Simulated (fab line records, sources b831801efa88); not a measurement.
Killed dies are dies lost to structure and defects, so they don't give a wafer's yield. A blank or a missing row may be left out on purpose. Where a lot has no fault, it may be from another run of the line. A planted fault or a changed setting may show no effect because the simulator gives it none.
Chamber matching -- flow gf180mcu -- 3 sister chambers for GF_PASSIVATION_CVD_02 on pecvd-04
The step deposits Si3N4, target thk 700 nm, time 486.18 s. 20 wafers are shown with their chamber, then 10 later ones without.

== WAFERS, EACH WITH ITS CHAMBER ==
wafer,chamber,heaterPowerW (W),susceptorTempC (C)
L074.4,2,572,400.06
L074.5,1,524,399.98
L074.6,0,743,400.26
L075.4,1,673,399.70
L075.5,0,604,400.13
L075.6,2,650,399.78
L078.1,2,668,399.74
L078.2,0,758,399.77
L078.3,1,667,400.22
L080.1,0,690,399.73
L080.3,2,681,399.97
L080.4,0,733,399.53
L081.1,1,614,399.95
L081.4,1,646,400.27
L081.6,0,743,399.98
L083.3,0,672,400.14
L083.4,0,692,399.85
L083.5,1,544,400.05
L084.2,0,656,400.41
L084.4,2,719,400.16

SIGNATURES (averages over the wafers above)
reading,chamber 0,chamber 1,chamber 2,scatter within a chamber
heaterPowerW,699.00,611.33,658.00,55.5
susceptorTempC,399.9778,400.0283,399.9420,0.24
Rule: a wafer's distance from a chamber is the root of the sum, over the readings, of the square of ((its reading less the chamber's mean) divided by the reading's scatter). The wafer belongs to the nearest chamber; if the next one is less than 2 further off, it can't be placed. The scatter: take each reading less its chamber's mean, square it, sum over the shown wafers, divide by the number of wafers less the number of chambers, and take the root.

== WAFERS WITH NO CHAMBER GIVEN ==
wafer,heaterPowerW (W),susceptorTempC (C)
L084.6,680,400.21
L091.1,700,399.65
L091.2,586,400.01
L091.6,635,400.00
L093.4,543,399.91
L093.5,694,399.84
L093.6,625,400.18
L097.1,621,400.36
L097.2,686,399.80
L097.5,646,400.12

== CHAMBER TAKEN BY EACH ==
wafer,from the rows above,in truth
L084.6,can't be placed: 0 or 2 or 1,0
L091.1,can't be placed: 0 or 2 or 1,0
L091.2,can't be placed: 1 or 2 or 0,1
L091.6,can't be placed: 1 or 2 or 0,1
L093.4,can't be placed: 1 or 2 or 0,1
L093.5,can't be placed: 0 or 2 or 1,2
L093.6,can't be placed: 1 or 2 or 0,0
L097.1,can't be placed: 1 or 2 or 0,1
L097.2,can't be placed: 0 or 2 or 1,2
L097.5,can't be placed: 1 or 2 or 0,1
Placed correctly: 0 of 10. Cannot be placed on the basis of these rows: 10; the candidates contain the true chamber in 10. 0 placed wrongly.
